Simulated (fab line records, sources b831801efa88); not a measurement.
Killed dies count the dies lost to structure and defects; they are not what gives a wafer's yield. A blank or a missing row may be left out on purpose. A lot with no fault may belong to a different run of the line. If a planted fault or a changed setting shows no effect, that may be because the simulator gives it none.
8D (eight disciplines) problem report, filled in by code + flow sfq_line + the parts of the form that need people (team, actions taken, sign-off) are left out

1. PROBLEM STATEMENT
oes_product_au at SFQ_TRILAYER_R5_ETCH_METAL_ETCH_139 reads a mean of 0.766 a.u. on 5 wafers of 3 lots; wafers without a fault read 0.991 a.u. with a standard deviation of 0.0054. Measured from the usual mean, that is -42 standard deviations.
The step: etches the open film in Cl2, stops on SiO2, target depth 60 nm, time 40 s.
First observed at day 73 13:49: wafer L840.3, on rie_metal-02. Wafers with a number at this step in the record: 21, from 7 lots. Rule for "out" (also "out of limits"): further than 4 standard deviations from the usual mean. Any other wafer with a number is counted as sound.

2. WHAT THIS IS AND IS NOT
| question                    | is                                     | is not                                                                          |
|-----------------------------|----------------------------------------|---------------------------------------------------------------------------------|
| which readings at this step | oes_product_au                         | drypump_motor_current_A                                                         |
| which lots                  | L840, L841, L846                       | L827, L836, L839, L848                                                          |
| which wafers of those lots  | L840.3, L840.4, L841.3, L841.4, L846.3 | L840.5, L841.5, L846.1, L846.5                                                  |
| read on which tools         | rie_metal-02                           | rie_metal-03, rie_metal-04                                                      |
| when                        | from day 73 13:49                      | up to then (10 sound wafers); but 6 sound wafers of L841, L846, L848 came after |

3. WHAT RULES OUT EACH SUSPECT
Counting: any tool at a process step up to the reading remains a suspect provided it ran every lot that is out. Sound lots after the first of them don't rule it out here, since some wafers of a struck lot are sound.
- pvd_sputter-03 at SFQ_TRILAYER_R5_DEP_SPUTTER_134 (material Ti, target thk 5 nm, time 5 s): kept. It ran every lot that is out, first L840 (day 68 17:58).
- rie_metal-02 at SFQ_TRILAYER_R5_ETCH_METAL_ETCH_139 (etches the open film in Cl2, stops on SiO2, target depth 60 nm, time 40 s): kept. It ran every lot that is out, first L840 (day 73 13:49); its last sound lot up to then is L836 (day 68 23:34). On those wafers its own readings are out: oes_product_au.
Remaining after the count are pvd_sputter-03 at SFQ_TRILAYER_R5_DEP_SPUTTER_134 and rie_metal-02 at SFQ_TRILAYER_R5_ETCH_METAL_ETCH_139.

4. THE CAUSE (what the simulator had put in)
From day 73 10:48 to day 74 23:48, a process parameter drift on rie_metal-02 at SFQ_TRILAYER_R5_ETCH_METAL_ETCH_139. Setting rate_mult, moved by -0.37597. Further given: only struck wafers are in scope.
Of the 2 suspects that counting leaves, this tool is one.

5. SEQUENCE OF EFFECTS, ordered by route
Rows list readings where the struck wafers' mean (over those with a number) sits beyond 3 standard deviations from the usual. Scope: only readings with a usual standard deviation given in the record; hours: median across lots of the time from each lot's start at the first step in this table that gives one to its start at this step; sigmas: change in usual standard deviations.
| hours | step                                | reading        | usual      | on struck wafers | change | sigmas |
|-------|-------------------------------------|----------------|------------|------------------|--------|--------|
| 0     | SFQ_TRILAYER_R5_ETCH_METAL_ETCH_139 | oes_product_au | 0.991 a.u. | 0.766            | -0.225 | -42    |
Here are the process steps it includes:
- SFQ_TRILAYER_R5_ETCH_METAL_ETCH_139: etches the open film in Cl2, stops on SiO2, target depth 60 nm, time 40 s.
Later measuring or inspecting steps at which every struck wafer that the step has a row for has a number for every such reading, and none has moved that far: SFQ_I5_OVL_MEAS_936, SFQ_C5_OVL_MEAS_937, SFQ_M6_RS_MEAS_938, SFQ_M8_BOW_MEAS_951.

6. HOW IT WOULD HAVE BEEN CAUGHT EARLIER
The fault began at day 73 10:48; the first out-of-limits reading in this record came at day 73 13:49, 3 hours later.
